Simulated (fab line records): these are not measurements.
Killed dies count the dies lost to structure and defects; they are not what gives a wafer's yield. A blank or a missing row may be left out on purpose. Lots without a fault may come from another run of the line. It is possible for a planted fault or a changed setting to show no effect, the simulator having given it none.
Comparing a struck lot with a sound one | flow sky130 | 21 steps out of a route of 708
Sound: these wafers, L128.1, L128.3, L128.6. Wafers struck: L133.1, L133.3, L133.5. The cause comes at the end.
Order at every step that has rows: each side's tool, ch and its chambers, its first start. Under that, the readings that differ: sound wafers | struck wafers | difference of the means | sigmas: that difference in standard deviations of wafers without a fault.
alike: a reading whose means differ by less than 2 such deviations, as well as words and numbers matching on both sides. not compared: withheld readings; readings where some wafer has no value; bounds like >300 that might hide an equal value; numbers whose values overlap and for which the record gives no deviation.
Wherever a step has rows on one side only, a row that says differs or no value, or a row with sigmas, the two part there. When numbers do not overlap yet have no deviation, they are printed without sigmas and do not part them. A reading missing from all wafers of one side parts the sides only when that side holds two or more wafers.

first, 3 steps without rows for these wafers: SKY_NWELL_EXPOSE_07 (exposes mask NWM, target cd 840 nm); SKY_NWELL_PEB_08; SKY_NWELL_DEVELOP_09 (develop time 60 s).
SKY_NWELL_OVL_MEAS_10:
  struck on overlay-02, day 5 23:43; sound on overlay-02, day 4 17:57
  alike: NWELL_00_OVL
then, 3 steps without rows for these wafers: SKY_NWELL_IMPLANT_11; SKY_NWELL_IMPLANT_12; SKY_NWELL_IMPLANT_13.
SKY_NWELL_STRIP_14: strips in O2/N2.
  sound on plasmaAsher-04 ch 0, day 4 18:26; struck on plasmaAsher-03 ch 0,1, day 6 00:11
reading                  | sound       | struck      | difference | sigmas
drypumpMotorCurrentA (A) | 4.9 4.9 5.0 | 6.0 5.8 5.8 | +0.9       | +2
  alike: o2FlowSccm, oesProductAu, stripTimeToEndpointS
  not compared: rfHoursCounterH
SKY_NWELL_TW_MEAS_15:
  struck on filmMetro-03, day 6 00:17; sound on filmMetro-02, day 4 18:32
  alike: NWELL_TW
then, 3 steps without rows for these wafers: SKY_NWELL_DEHYDRATE_16 (time 60 s); SKY_NWELL_HMDS_17 (prime time 60 s); SKY_NWELL_COAT_18 (resist thk 3000 nm).
SKY_NWELL_SOFTBAKE_19:
  sound on lithoTrack-02 ch 0, day 5 02:15; struck on lithoTrack-01 ch 0, day 6 09:29
reading                                | sound                | struck               | difference | sigmas
heaterPowerTotalW (W)                  | 65.52 65.28 65.50    | 67.94 67.90 67.59    | +2.38      | +17
plateTempC (C)                         | 110.02 109.71 109.98 | 113.07 112.93 113.03 | +3.11      | +19
model.coat_of_NWELL_COAT_18.thkNm (nm) | 3002 2995 2999       | 2972 2976 2974       | -25        | 
then, 2 steps without rows for these wafers: SKY_NWELL_EXPOSE_20 (exposes mask NWM COMPLEMENT, target cd 840 nm); SKY_NWELL_PEB_21.
SKY_NWELL_DEVELOP_22: develop time 60 s.
  sound: lithoTrack-01 ch 0; struck: lithoTrack-01 ch 0
reading                                | sound          | struck         | difference | sigmas
model.coat_of_NWELL_COAT_18.thkNm (nm) | 2997 2990 2995 | 2968 2972 2970 | -24        | 
  alike: developerTempC
SKY_NWELL_OVL_MEAS_23:
  struck on overlay-01, day 6 19:35; sound on overlay-02, day 5 11:02
  alike: NWELL_01_OVL
then, 1 step without rows for these wafers: SKY_NWELL_IMPLANT_24.
SKY_NWELL_STRIP_25: strips in O2/N2.
  sound on plasmaAsher-02 ch 0,1, day 5 11:13; struck on plasmaAsher-04 ch 0,1, day 6 19:46
reading                  | sound             | struck            | difference | sigmas
stripTimeToEndpointS (s) | 36.92 36.84 36.88 | 36.59 36.63 36.60 | -0.27      | -3
  alike: drypumpMotorCurrentA, o2FlowSccm, oesProductAu
  not compared: rfHoursCounterH
SKY_NWELL_TW_MEAS_26:
  struck on filmMetro-03, day 6 19:52; sound on filmMetro-01, day 5 11:19
  alike: NWELL_2_TW
then, 1 step without rows for these wafers: SKY_PAD_OPEN_PROBE_99.

## WHERE THEY PART
Last at SKY_NWELL_STRIP_25 as far as this record goes, first at SKY_NWELL_STRIP_14. Later steps at which nothing parts them and some readings are alike: SKY_NWELL_TW_MEAS_26.

WHY: whatever the simulator had introduced
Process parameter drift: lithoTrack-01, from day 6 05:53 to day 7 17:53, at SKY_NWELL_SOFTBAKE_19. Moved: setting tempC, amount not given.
